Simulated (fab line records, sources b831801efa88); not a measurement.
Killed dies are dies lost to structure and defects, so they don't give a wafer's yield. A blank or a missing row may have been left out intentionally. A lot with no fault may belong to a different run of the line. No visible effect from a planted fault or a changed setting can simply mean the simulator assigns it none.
Which of the tools did it? ; flow sky130 ; 13 lots, 39 wafers sampled, at 4 steps of a route of 708

## WHAT THE GAUGES READ, wafer by wafer
SKY_FIELD_ISO_CD_MEAS_13: target cd 150 nm.
lot;measured;on;cd nm (nm)
L817;day 2 05:34;cd sem-02;150.7 150.6 151.3
L819;day 2 13:58;cd sem-02;149.1 149.8 147.4
L820;day 2 19:45;cd sem-02;150.8 150.7 149.0
L821;day 3 03:19;cd sem-02;148.8 148.7 149.3
L822;day 3 07:37;cd sem-02;151.3 150.2 151.1
L823;day 3 11:26;cd sem-01;147.9 148.4 148.9
L825;day 4 00:29;cd sem-01;146.0 147.3 146.3
L826;day 4 03:01;cd sem-01;151.2 150.4 152.5
L828;day 4 12:38;cd sem-01;150.5 151.0 150.8
L832;day 5 17:17;cd sem-01;151.1 151.6 151.8
L836;day 6 06:49;cd sem-01;87.5 149.2 150.0 87.4 149.2 149.4
L837;day 6 10:46;cd sem-02;147.8 147.6 149.0
L839;day 7 01:38;cd sem-01;148.4 147.4 148.0

SKY_NWELL_OVL_MEAS_10.
lot;measured;on;NWELL_00_OVL (nm)
L817;day 4 15:02;overlay-01;0.3 -2.2 0.0
L819;day 5 02:34;overlay-02;0.1 1.6 0.8
L820;day 5 09:35;overlay-01;-1.1 -1.0 0.9
L821;day 5 14:59;overlay-02;-1.0 -1.8 -2.9
L822;day 5 20:43;overlay-02;-0.1 0.7 -0.2
L823;day 5 21:24;overlay-02;-1.3 -0.8 0.7
L825;day 6 12:19;overlay-01;-0.6 0.9 1.4
L826;day 6 17:07;overlay-02;0.3 -1.3 0.3
L828;day 7 02:49;overlay-02;-1.5 -0.4 -1.3
L832;day 8 18:05;overlay-01;0.1 -1.6 1.7
L836;day 9 04:13;overlay-01;-1.6 -0.9
L837;day 9 08:10;overlay-01;-1.5 -2.0 -1.0
L839;day 9 21:23;overlay-01;-1.0 -1.6 1.2

## EACH LOT AND THE TOOL THAT RAN IT (in order: tool; ch and the chambers of the sampled wafers; start)
lot;SKY_FIELD_ISO_EXPOSE_10;SKY_FIELD_ISO_ETCH_17
L817;krf scanner-01 ch 0, day 1 22:28;rie si-02 ch 0,1,3, day 2 05:53
L819;krf scanner-02 ch 0, day 2 06:22;rie si-01 ch 2,3, day 2 14:17
L820;krf scanner-01 ch 0, day 2 12:17;rie si-02 ch 1,2,3, day 2 20:02
L821;krf scanner-02 ch 0, day 2 20:26;rie si-02 ch 1,2,3, day 3 03:37
L822;krf scanner-01 ch 0, day 2 23:44;rie si-01 ch 0,1,2, day 3 07:55
L823;krf scanner-02 ch 0, day 3 03:34;rie si-01 ch 0,2,3, day 3 11:44
L825;krf scanner-01 ch 0, day 3 16:03;rie si-02 ch 0,2,3, day 4 00:47
L826;krf scanner-02 ch 0, day 3 18:50;rie si-02 ch 1,3, day 4 03:20
L828;krf scanner-02 ch 0, day 4 05:01;rie si-01 ch 0,3, day 4 12:55
L832;krf scanner-01 ch 0, day 5 03:16;rie si-01 ch 2,3, day 5 17:37
L836;krf scanner-01 ch 0, day 5 22:04;rie si-01 ch 1,3, day 6 09:26
L837;krf scanner-02 ch 0, day 6 01:38;rie si-02 ch 0,2,3, day 6 11:04
L839;krf scanner-02 ch 0, day 6 16:19;rie si-02 ch 0,1,3, day 7 01:56
- SKY_FIELD_ISO_EXPOSE_10: exposes mask FOM, target cd 150 nm.
- SKY_FIELD_ISO_ETCH_17: etches Si in HBr/Cl2/O2, target depth 342 nm, time 97.7 s.

## WHAT THE TOOLS THEMSELVES READ (means of the sampled wafers that have a number; where no wafer has one, the mark that the record gives instead)
SKY_FIELD_ISO_ETCH_17.
lot;tool;O2_flow_sccm (sccm);bias w (W);drypump motor current A (A);mfc cl2 sccm (sccm);oes product au (a.u.);throttle valve pct (%)
L817;rie si-02;6.018;150.1;6.2;39.85;0.997;25.656
L819;rie si-01;5.997;149.9;5.4;40.01;1.002;25.657
L820;rie si-02;6.007;150.0;5.8;39.94;0.992;25.667
L821;rie si-02;6.011;150.0;5.8;40.04;0.997;25.663
L822;rie si-01;5.999;149.9;5.2;40.08;0.996;25.659
L823;rie si-01;5.982;149.8;5.3;39.97;1.001;25.669
L825;rie si-02;5.993;150.1;6.0;39.89;0.995;25.646
L826;rie si-02;5.996;150.2;6.0;39.99;0.999;25.666
L828;rie si-01;5.969;149.8;5.1;40.08;1.001;25.653
L832;rie si-01;5.989;150.3;5.4;40.03;1.007;25.651
L836;rie si-01;6.020;149.9;5.3;39.95;0.996;25.673
L837;rie si-02;5.994;150.1;6.0;39.92;0.995;25.663
L839;rie si-02;6.009;149.6;6.1;40.04;0.999;25.646

## THE ANSWER, worked out from the rows above alone
Rule: the usual values come from the lots themselves. Put in order of their means at a reading, lots are off if they are a third of the lots or fewer, leave a main group of 4 or more, and stand apart from it by a gap of 3 or more times the standard deviation of the main group's means; of several such gaps the widest counts. Not used: any main group whose means are identical at the precision the tables above print for the reading. A lot without any number at a reading at which 4 lots or more have one is off too. Any other lot the step has rows for is counted as sound. The gauges are gone through in route order, then the tools' own readings, and for those a lot's mean is taken as printed above. The first step at which some lot is off is used, and at that step the reading that is off furthest; a lot without a number counts as furthest.
Off at SKY_FIELD_ISO_CD_MEAS_13 (cd nm): L836. For the main group the mean is 149.5 nm and the standard deviation 1.5.
A tool fits if, at a process step before that reading, it ran every lot that is off, and no sound lot after the first of them. The gauges at SKY_FIELD_ISO_CD_MEAS_13 are tried like those tools. One fits: SKY_FIELD_ISO_EXPOSE_10 on krf scanner-01. A fault onset in the window from L832 (day 5 03:16, its last sound lot) to L836 (day 5 22:04, its first lot off) fits.

## WHAT THE SIMULATOR PUT IN
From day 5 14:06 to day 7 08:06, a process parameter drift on krf scanner-01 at SKY_FIELD_ISO_EXPOSE_10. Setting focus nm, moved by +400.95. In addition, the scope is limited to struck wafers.
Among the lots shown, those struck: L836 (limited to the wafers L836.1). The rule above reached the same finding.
